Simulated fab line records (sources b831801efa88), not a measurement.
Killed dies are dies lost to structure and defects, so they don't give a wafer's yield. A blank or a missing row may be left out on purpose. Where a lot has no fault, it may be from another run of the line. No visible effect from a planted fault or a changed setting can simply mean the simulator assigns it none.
Problem report in the 8D (eight disciplines) form, filled by code || flow gf180mcu || the parts of the form that need people (team, actions taken, sign-off) are left out

1. WHAT WENT WRONG
Wafers without a fault read 56.59 W, standard deviation 0.042; heaterPowerTotalW at GF_TOP_METAL_SOFTBAKE_10 reads a mean of 59.98 W on 3 wafers belonging to 3 lots. Measured from the usual mean, that is +81 standard deviations.
The step: time 60 s.
First seen on wafer L487.1, day 30 23:42, on lithoTrack-01. The record has a number at this step for 43 wafers belonging to 15 lots. The rule behind "out" and "out of limits": a value lying over 4 standard deviations away from the usual mean. The other wafers with a number count as sound.

2. WHAT THIS IS AND IS NOT
{"question": "which readings at this step", "is": "heaterPowerTotalW, runLengthS", "is not": "exhaustPa"}
{"question": "which lots", "is": "L487, L488, L489", "is not": "L476, L477, L478, L479, L481, L482, L483, L485, L496, L497, L498, L499"}
{"question": "which wafers of those lots", "is": "L487.1, L488.1, L489.1", "is not": "L487.2, L487.4, L488.2, L489.2"}
{"question": "read on which tools", "is": "lithoTrack-01", "is not": "lithoTrack-02, lithoTrack-03"}
{"question": "when", "is": "from day 30 23:42", "is not": "up to then (26 sound wafers); but 14 sound wafers of L488, L489, L496, L497, L498, L499 came after"}

3. THE SUSPECTS, EACH WITH WHAT RULES IT OUT
Counting: if a tool at a process step up to the reading ran every lot that is out, it stays a suspect. Sound lots after the first of them don't rule it out here, since some wafers of a struck lot are sound.
- lithoTrack-01 at GF_TOP_METAL_SOFTBAKE_10 (time 60 s): kept. Every lot that is out went through it, the first being L487 (day 30 23:42); the last sound lot it ran before that was L483 (day 29 23:03). Out on those wafers are its own readings of heaterPowerTotalW, runLengthS.
The count leaves lithoTrack-01 at GF_TOP_METAL_SOFTBAKE_10.

4. THE CAUSE (what the simulator had put in)
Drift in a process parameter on lithoTrack-01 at GF_TOP_METAL_SOFTBAKE_10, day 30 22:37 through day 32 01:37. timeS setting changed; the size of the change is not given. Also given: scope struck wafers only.
The count eliminated every tool but this one.

5. SEQUENCE OF EFFECTS, ordered by route
One row per reading whose mean, taken over the struck wafers that have a number, lies over 3 standard deviations from the usual. Only readings whose record carries a usual standard deviation are examined. hours: median over the lots of the time between each lot's start at the first step of this table that gives one and its start at this step. sigmas: the change, counted in usual standard deviations.
{"hours": 0, "step": "GF_TOP_METAL_SOFTBAKE_10", "reading": "heaterPowerTotalW", "usual": "56.59 W", "on struck wafers": 59.98, "change": "+3.39", "sigmas": "+81"}
{"hours": 0, "step": "GF_TOP_METAL_SOFTBAKE_10", "reading": "runLengthS", "usual": "89.21 s", "on struck wafers": 79.76, "change": -9.45, "sigmas": -39}
Its process steps:
- GF_TOP_METAL_SOFTBAKE_10: time 60 s.

6. HOW IT WOULD HAVE BEEN CAUGHT EARLIER
In this record the first reading out of limits was taken at day 30 23:42, 1 hour after the fault began at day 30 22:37.
